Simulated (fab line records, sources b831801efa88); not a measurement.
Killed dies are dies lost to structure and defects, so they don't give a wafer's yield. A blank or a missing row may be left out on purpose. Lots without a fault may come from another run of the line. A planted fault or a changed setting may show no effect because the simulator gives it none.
A struck lot beside a sound one | flow gf180mcu | 17 steps out of a route of 602
Sound: wafers L934.2, L934.3, L934.4. Struck: wafers L937.3, L937.4, L937.6. The cause comes at the end.
At each step with rows: each side's tool, then ch and its chambers, then its first start. Under that, the readings that differ: sound wafers | struck wafers | difference of the means | sigmas: that difference in standard deviations of wafers without a fault.
alike: readings whose means differ by less than 2 such deviations, and words and numbers that are the same on both sides. not compared: withheld readings, readings that some wafer has no value for, bounds like >300 that may hide the same value, and numbers for which the record gives no deviation and whose values overlap.
The two part at a step that has a row with sigmas, a row that says differs or no value, or rows on one side only. Numbers that don't overlap but have no deviation are shown without sigmas and don't part them. A reading that every wafer of one side lacks parts them only if that side has two wafers or more.

first, 1 step without rows for these wafers: GF_HV_LDD_IMPLANT_36.
GF_HV_LDD_STRIP_37: strips in O2/N2.
  sound on plasma_asher-01 ch 0,1, day 14 20:13; struck on plasma_asher-01 ch 0,1, day 16 07:22
  alike: drypump_motor_current_A, heater_power_w, o2_flow_sccm, oes_product_au, strip_time_to_endpoint_s
  not compared: rf_hours_counter_h
GF_HV_LDD_TW_MEAS_38:
  sound on film_metro-01, day 14 20:19; struck on film_metro-01, day 16 07:28
  alike: HV_LDD_3_TW
then, 7 steps without rows for these wafers: GF_HV_LDD_DEHYDRATE_39 (time 60 s); GF_HV_LDD_HMDS_40 (prime time 60 s); GF_HV_LDD_COAT_41 (resist thk 1000 nm); GF_HV_LDD_SOFTBAKE_42 (time 60 s); GF_HV_LDD_EXPOSE_43 (exposes mask Pplus HV AREA, target cd 400 nm); GF_HV_LDD_PEB_44; GF_HV_LDD_DEVELOP_45 (develop time 60 s).
GF_HV_LDD_CD_MEAS_46: target cd 400 nm.
  sound on cd_sem-02, day 15 17:13; struck on cd_sem-01, day 17 05:31
  alike: cd_nm
GF_HV_LDD_OVL_MEAS_47:
  sound on overlay-01, day 15 17:20; struck on overlay-01, day 17 05:37
  alike: HV_LDD_03_OVL
GF_HV_LDD_IMPLANT_48:
  sound on implanter-02 ch 0, day 15 17:23; struck on implanter-02 ch 0, day 17 05:41
  reading                   | sound                | struck               | difference | sigmas
  beam_energy_keV           | 25.000 24.999 24.991 | 26.578 26.591 26.592 | +1.590     | +99 or more
  model.implant.rp_nm (nm)  | 79.55 79.55 79.55    | 89.82 89.82 89.82    | +10.27     |
  model.implant.drp_nm (nm) | 35.62 35.62 35.62    | 38.24 38.24 38.24    | +2.62      |
GF_HV_LDD_STRIP_49: strips in O2/N2.
  sound on plasma_asher-02 ch 0,1, day 15 17:31; struck on plasma_asher-02 ch 0,1, day 17 05:49
  alike: drypump_motor_current_A, heater_power_w, o2_flow_sccm, oes_product_au, strip_time_to_endpoint_s
  not compared: rf_hours_counter_h
GF_HV_LDD_TW_MEAS_50:
  sound on film_metro-03, day 15 17:37; struck on film_metro-01, day 17 05:55
  reading     | sound             | struck            | difference | sigmas
  HV_LDD_4_TW | 570.3 574.6 569.5 | 581.0 578.3 576.2 | +7.0       | +3
then, 1 step without rows for these wafers: GF_HV_LDD_CLEAN_51 (cleans in SC1/SC2, time 150 s).
GF_PASSIVATION_PROBE_99:
  the record has rows for the sound wafers here (prober-02, day 31 21:40) and none for the struck ones

WHERE THEY PART
First at GF_HV_LDD_IMPLANT_48; last, within this record, at GF_PASSIVATION_PROBE_99.

WHY: what the simulator had put in
Process parameter drift: implanter-02, from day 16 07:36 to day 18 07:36, at GF_HV_LDD_IMPLANT_48. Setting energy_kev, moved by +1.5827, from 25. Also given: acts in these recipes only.
